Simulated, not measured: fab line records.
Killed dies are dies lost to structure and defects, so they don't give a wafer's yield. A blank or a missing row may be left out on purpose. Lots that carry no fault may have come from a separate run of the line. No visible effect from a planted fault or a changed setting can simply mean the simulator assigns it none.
Matching of chambers	flow gf180mcu	GF_V3_CMP_04 on cmp-02: 4 sister chambers
The step polishes SiO2. 16 wafers are shown with their chamber, then 8 later ones without.

## WAFERS PAIRED WITH THEIR CHAMBERS
wafer	chamber	motorCurrentA (A)	timeToEndpointS (s)
L518.3	3	12.0	78
L518.4	0	13.4	81
L518.5	2	13.5	82
L521.1	1	11.6	79
L521.2	3	12.6	81
L521.5	2	13.2	81
L524.1	1	11.8	80
L524.5	1	11.3	82
L524.6	0	12.6	85
L525.2	3	12.3	74
L525.4	2	13.2	72
L525.5	0	12.4	84
L526.1	0	13.1	83
L526.3	2	13.0	78
L526.4	1	11.8	83
L527.2	3	12.0	74

SIGNATURES, as means of the wafers listed above
reading	chamber 0	chamber 1	chamber 2	chamber 3	scatter within a chamber
motorCurrentA	12.875	11.625	13.225	12.225	0.312
timeToEndpointS	83.25	81.00	78.25	76.75	3.09
Rule: a wafer's distance from a chamber is the root of the sum, over the readings, of the square of ((its reading less the chamber's mean) divided by the reading's scatter). If the next closest chamber is less than 2 further off than the closest, the wafer can't be placed; otherwise it belongs to the closest. The scatter: take each reading less its chamber's mean, square it, sum over the shown wafers, divide by the number of wafers less the number of chambers, and take the root.

## WAFERS WITHOUT THEIR CHAMBER
wafer	motorCurrentA (A)	timeToEndpointS (s)
L527.5	12.5	77
L527.6	11.8	74
L536.3	11.6	68
L536.4	13.3	80
L536.6	13.0	71
L539.2	13.3	77
L539.4	11.4	80
L539.6	13.2	81

## EACH ONE'S CHAMBER
wafer	from the rows above	in truth
L527.5	can't be placed: 3 or 0 or 2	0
L527.6	can't be placed: 3 or 1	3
L536.3	can't be placed: 3 or 1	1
L536.4	can't be placed: 2 or 0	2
L536.6	can't be placed: 2 or 3 or 0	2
L539.2	can't be placed: 2 or 0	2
L539.4	1	1
L539.6	can't be placed: 2 or 0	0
1 of 8 placed correctly. These rows do not allow placing 7 (true chamber among the candidates in 7). Wrongly placed: 0.
